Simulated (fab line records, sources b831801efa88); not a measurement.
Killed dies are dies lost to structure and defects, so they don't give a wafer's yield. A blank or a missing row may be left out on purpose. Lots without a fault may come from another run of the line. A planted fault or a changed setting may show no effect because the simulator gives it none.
A struck lot beside a sound one | flow sky130 | 17 steps out of a route of 708
Sound: wafers L811.2, L811.3, L811.5. Struck: wafers L821.1, L821.3, L821.4. The cause comes at the end.
At each step with rows: each side's tool, then ch and its chambers, then its first start. Under that, the readings that differ: sound wafers | struck wafers | difference of the means | sigmas: that difference in standard deviations of wafers without a fault.
alike: readings whose means differ by less than 2 such deviations, and words and numbers that are the same on both sides. not compared: withheld readings, readings that some wafer has no value for, bounds like >300 that may hide the same value, and numbers for which the record gives no deviation and whose values overlap.
The two part at a step that has a row with sigmas, a row that says differs or no value, or rows on one side only. Numbers that don't overlap but have no deviation are shown without sigmas and don't part them. A reading that every wafer of one side lacks parts them only if that side has two wafers or more.

SKY_METAL2_THK_MEAS_06: measures by xrf.
  sound on film_metro-03, day 35 00:43; struck on film_metro-01, day 38 13:52
  alike: METAL2_ALCU_THK
then, 8 steps without rows for these wafers: SKY_METAL2_DEHYDRATE_07 (time 60 s); SKY_METAL2_HMDS_08 (prime time 60 s); SKY_METAL2_COAT_09 (resist thk 60 nm); SKY_METAL2_COAT_10 (resist thk 450 nm); SKY_METAL2_SOFTBAKE_11 (time 90 s); SKY_METAL2_EXPOSE_12 (exposes mask MM2, target cd 140 nm); SKY_METAL2_PEB_13; SKY_METAL2_DEVELOP_14 (develop time 60 s).
SKY_METAL2_CD_MEAS_15: target cd 140 nm.
  sound on cd_sem-01, day 36 02:30; struck on cd_sem-02, day 39 14:30
  alike: cd_nm
SKY_METAL2_OVL_MEAS_16:
  sound on overlay-02, day 36 02:37; struck on overlay-01, day 39 14:37
  alike: METAL2_OVL
SKY_METAL2_DESCUM_17: chemistry O2, time 8 s.
  sound on rie_metal-02 ch 0,1, day 36 02:38; struck on rie_metal-02 ch 0, day 39 14:40
  alike: drypump_motor_current_A, oes_product_au
  not compared: rf_hours_counter_h
SKY_METAL2_ETCH_18: etches BARC in N2/H2, stops on SiO2, time 45.9 s, target depth 60 nm.
  sound on rie_metal-02 ch 0,1, day 36 02:40; struck on rie_metal-02 ch 0, day 39 14:43
  reading                                       | sound           | struck            | difference | sigmas
  bias_w (W)                                    | 99.9 99.8 99.3  | 100.2 100.3 100.5 | +0.7       | +2
  model.KrF-thick_of_METAL2_COAT_10.thk_nm (nm) | 390 391.1 391.4 | 370.2 369.4 369.2 | -21.2      |
  model.METAL2.cd_nm (nm)                       | 139.3 138.7 139 | 134.6 135 135.3   | -4.0       |
  alike: drypump_motor_current_A, oes_product_au, throttle_valve_pct
  not compared: rf_hours_counter_h
SKY_METAL2_METAL_ETCH_19: etches the open film in Cl2/BCl3, stops on SiO2, target depth 360 nm, time 78 s.
  sound on rie_metal-02 ch 0,1, day 36 02:44; struck on rie_metal-02 ch 0, day 39 15:20
  reading                                       | sound             | struck            | difference | sigmas
  model.KrF-thick_of_METAL2_COAT_10.thk_nm (nm) | 154.6 157.8 158.8 | 133.9 133 131.9   | -24.1      |
  model.METAL2.cd_nm (nm)                       | 138.6 135.9 138.8 | 134.3 135.2 134.9 | -3.0       |
  alike: bias_w, drypump_motor_current_A, oes_product_au, throttle_valve_pct
  not compared: rf_hours_counter_h
SKY_METAL2_STRIP_20: strips in O2/N2.
  sound on plasma_asher-01 ch 0,1, day 36 02:49; struck on plasma_asher-02 ch 0,1, day 39 15:31
  reading                      | sound          | struck         | difference | sigmas
  strip_time_to_endpoint_s (s) | 2.65 2.69 2.70 | 2.41 2.39 2.41 | -0.28      | -9
  alike: drypump_motor_current_A, oes_product_au
  not compared: rf_hours_counter_h
then, 1 step without rows for these wafers: SKY_METAL2_STRIP_21 (strips in post etch residue remover, time 1200 s).
-- the record jumps here: 10 days lie between the struck wafers' starts before and after (it left off in module METAL2 and takes up again in module PAD_OPEN, whose first step shown is number 708 of the route) --
SKY_PAD_OPEN_PROBE_99:
  sound on prober-02, day 46 13:04; struck on prober-02, day 49 07:22
  alike: defect_limited_yield, killed_at_M0_to_M3, killed_at_M4_up, killed_at_contacts, killed_at_front_end, killed_at_other, killed_dies, killed_open, killed_short, sort_bin_3_pad_short, sort_bin_5_function, sort_bin_6_memory, sort_n_pass, sort_yield_pct
  not compared: model.etest.met2.width_nm

WHERE THEY PART
First at SKY_METAL2_ETCH_18; last, within this record, at SKY_METAL2_STRIP_20. Later steps at which nothing parts them and some readings are alike: SKY_PAD_OPEN_PROBE_99.

WHY: what the simulator had put in
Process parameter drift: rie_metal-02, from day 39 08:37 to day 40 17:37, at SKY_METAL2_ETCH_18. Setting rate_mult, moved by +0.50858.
